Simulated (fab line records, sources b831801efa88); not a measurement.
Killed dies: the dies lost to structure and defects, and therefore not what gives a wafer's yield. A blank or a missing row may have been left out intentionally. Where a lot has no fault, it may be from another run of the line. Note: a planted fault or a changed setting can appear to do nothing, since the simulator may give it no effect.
Which tool did it? ; flow sky130 ; 30 wafers from 10 lots sampled at 2 of the route's 708 steps

WHAT THE GAUGES SHOWED, per wafer
SKY_VIA1_RS_MEAS_22: measurement is done with a four-point probe. Usual: for VIA1_W_RS the level is 0.426 ohm/sq and the standard deviation is 0.0056.
lot;measured;on;VIA1_W_RS (ohm/sq);flag
L283;day 34 03:39;filmMetro-03;0.430 0.429 0.429;
L284;day 35 02:46;filmMetro-02;0.428 0.424 0.432;
L286;day 35 13:34;filmMetro-01;0.429 0.426 0.428;
L288;day 35 15:31;filmMetro-01;0.434 0.431 0.433;
L289;day 36 09:10;filmMetro-03;0.429 0.431 0.423;
L294;day 37 17:55;filmMetro-02;0.426 0.425 0.423;
L298;day 38 18:49;filmMetro-01;0.425 0.425 0.428;
L300;day 39 07:57;filmMetro-01;0.429 0.428 0.428;
L303;day 40 01:50;filmMetro-01;0.423 0.418 0.412;
L305;day 40 12:26;filmMetro-02;0.429 0.429 0.419;

SKY_METAL2_CD_MEAS_15: the cd target is 140 nm. Usual: cdNm at 140.2 nm, with a standard deviation of 1.5.
lot;measured;on;cdNm (nm);flag
L283;day 35 06:41;cdSem-01;138.6 139.3 140.0;
L284;day 36 06:15;cdSem-02;139.4 139.6 140.7;
L286;day 36 16:36;cdSem-02;140.3 138.1 138.9;
L288;day 36 18:21;cdSem-02;140.3 139.9 140.3;
L289;day 37 12:37;cdSem-01;138.0 138.4 140.8;
L294;day 38 19:57;cdSem-02;141.9 143.0 143.0;
L298;day 39 19:29;cdSem-02;140.9 142.5 140.0;
L300;day 40 10:49;cdSem-02;142.1 142.5 142.3;
L303;day 41 03:13;cdSem-01;139.2 139.5 139.3;
L305;day 41 13:38;cdSem-02;141.4 142.4 140.1;

WHAT TOOL EACH LOT RAN ON (gives the tool, then ch and the chambers of the sampled wafers, and finally the start)
The record holds no process step before these readings.

AS READ BY THE TOOLS THEMSELVES (means over the sampled wafers that have a number; for cases with no such wafer, the mark the record gives instead)
The record holds no such reading with a usual standard deviation.

THE ANSWER, worked out from the rows above alone
Rule: a lot is off if the mean of its wafers that have a number lies more than 3 standard deviations from the usual mean. A lot without any number at a reading at which 4 lots or more have one is off too. The other lots that the step has rows for count as sound. The gauges are gone through in route order, then the tools' own readings, and for those a lot's mean is taken as printed above. The first step at which some lot is off is used, and at that step the reading that is off furthest; a lot without a number counts as furthest.
Nothing can be told from this: no lot is off at any reading shown.

WHAT THE SIMULATOR HAD PUT IN
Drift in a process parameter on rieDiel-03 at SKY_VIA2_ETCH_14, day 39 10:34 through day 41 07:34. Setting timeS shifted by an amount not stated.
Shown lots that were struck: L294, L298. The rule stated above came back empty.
